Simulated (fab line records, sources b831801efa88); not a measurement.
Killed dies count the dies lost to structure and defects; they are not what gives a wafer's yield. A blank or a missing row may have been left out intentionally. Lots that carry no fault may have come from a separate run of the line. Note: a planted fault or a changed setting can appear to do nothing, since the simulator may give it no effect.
Matching of chambers    flow gf180mcu    3 sister chambers for GF_V4_CVD_02 on pecvd-01
The step deposits SiO2 from TEOS, target thk 850 nm, time 94.851 s. 3 wafers are shown with their chamber, then 7 later ones without.

WAFERS WITH THEIR CHAMBER
wafer   chamber  heaterPowerW (W)
L576.4  1        583
L578.6  2        599
L579.5  0        705

WAFERS WITH NO CHAMBER GIVEN
wafer   heaterPowerW (W)
L579.6  667
L582.2  617
L582.3  595
L582.4  637
L594.2  591
L594.3  742
L594.6  548

WHICH CHAMBER EACH ONE RAN IN
wafer    from the rows above            in truth
L579.6   can't be placed: 0 or 2 or 1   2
L582.2   can't be placed: 2 or 1        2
L582.3   can't be placed: 2 or 1        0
L582.4   can't be placed: 2 or 1 or 0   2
L594.2   can't be placed: 1 or 2        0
L594.3   0                              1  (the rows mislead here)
L594.6   can't be placed: 1 or 2        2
0 of 7 placed correctly. Cannot be placed on the basis of these rows: 6; the candidates contain the true chamber in 4. Placed wrongly: 1.
How it was worked out, from the rows above alone: a wafer's distance from a chamber is the root of the sum, over the readings, of the square of ((its reading less the chamber's mean) divided by the reading's scatter). The wafer belongs to the nearest chamber; if the next one is less than 2 further off, it can't be placed. For every chamber, the mean is computed from those of its wafers that are shown. The scatter: with one shown wafer a chamber, the root of the mean of the squares of how far each hidden wafer lies from its nearest shown one.
